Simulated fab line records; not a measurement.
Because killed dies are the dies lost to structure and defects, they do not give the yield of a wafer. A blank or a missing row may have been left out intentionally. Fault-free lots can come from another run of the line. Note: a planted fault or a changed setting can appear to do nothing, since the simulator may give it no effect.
Code-filled problem report in 8D (eight disciplines) form	flow sky130	the parts of the form that need people (team, actions taken, sign-off) are left out

1. WHAT WENT WRONG
VIA4_W_RS at SKY_VIA4_RS_MEAS_19 reads a mean of 0.3273 ohm/sq on 1 wafer of 1 lot; wafers without a fault read 0.2270 ohm/sq with a standard deviation of 0.0021. That puts it +48 standard deviations away from the usual mean.
The step: measures by four-point-probe.
Seen first at day 46 09:34 on film metro-03, wafer L718.2. Wafers with a number at this step in the record: 27, from 9 lots. The rule behind "out" and "out of limits": a value lying over 4 standard deviations away from the usual mean. The other wafers with a number count as sound.

2. WHAT IT IS, WHAT IT ISN'T
question	is	is not
which readings at this step	VIA4_W_RS	-
which lots	L718	L710, L711, L712, L713, L715, L728, L730, L731
which wafers of those lots	L718.2	L718.3, L718.6
read on which gauges	film metro-03	film metro-01, film metro-04
when	from day 46 09:34	up to then (17 sound wafers); but 9 sound wafers of L728, L730, L731 came after

3. SUSPECTS, AND WHAT RULES EACH OUT
Counting: a tool at a process step up to the reading stays a suspect if it ran every lot that is out. Sound lots after the first of them don't rule it out here, since some wafers of a struck lot are sound.
- the gauge at SKY_VIA4_RS_MEAS_19 is ruled out. All the wafers that are out were read on film metro-03, but those of them that SKY_VIA4_CMP_21 has rows for are out there too, on other tools.
- plasma asher-02 at SKY_METAL3_STRIP_19 (strips in O2/N2): kept. It ran the lot that is out, L718 (day 42 09:05); its last sound lot up to then is L712 (day 40 18:32).
- cvd w-01 at SKY_VIA4_CVD_18 (deposits W, target thk 505 nm, time 152.14 s): kept. It ran the lot that is out, L718 (day 46 09:23); its last sound lot up to then is L715 (day 45 15:19).
Remaining after the count are plasma asher-02 at SKY_METAL3_STRIP_19 and cvd w-01 at SKY_VIA4_CVD_18.

4. THE CAUSE (what the simulator had put in)
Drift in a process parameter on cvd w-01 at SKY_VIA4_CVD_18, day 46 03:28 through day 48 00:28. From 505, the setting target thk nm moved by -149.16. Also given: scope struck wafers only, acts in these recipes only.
After counting, 2 suspects remain, this tool included.

5. THE EFFECT CHAIN, in route order
Rows list readings where the struck wafers' mean (over those with a number) sits beyond 3 standard deviations from the usual. Only readings for which the record gives a usual standard deviation are gone through. hours: the time from each lot's start at the first step in this table that gives one to its start at this step, as a median over the lots. sigmas: the change in usual standard deviations.
hours	step	reading	usual	on struck wafers	change	sigmas
0	SKY_VIA4_RS_MEAS_19	VIA4_W_RS	0.2270 ohm/sq	0.3273	+0.1003	+48
4	SKY_VIA4_THK_MEAS_20	VIA4_W_THK	502 nm	352	-150	-19
9	SKY_VIA4_CMP_21	time to endpoint s	120 s	86	-34	-9.7
The process steps in it:
- SKY_VIA4_CMP_21: polishes, stops on SiO2, t overpolish 25 s, target thk 0 nm.

6. HOW IT WOULD HAVE BEEN CAUGHT EARLIER
6 hours passed between the start of the fault at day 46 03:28 and the first reading out of limits at a measuring or inspecting step in this record, taken at day 46 09:34.
Of the tool readings at SKY_VIA4_CVD_18 for which the record gives a usual standard deviation, none was out on any struck wafer, so an alarm limit of 4 standard deviations on them would not have fired.
Each of the lots that are out, 1 in all, had begun SKY_VIA4_CVD_18 on cvd w-01 no later than day 46 09:34. Holding the tool at that point would not have protected any of them.
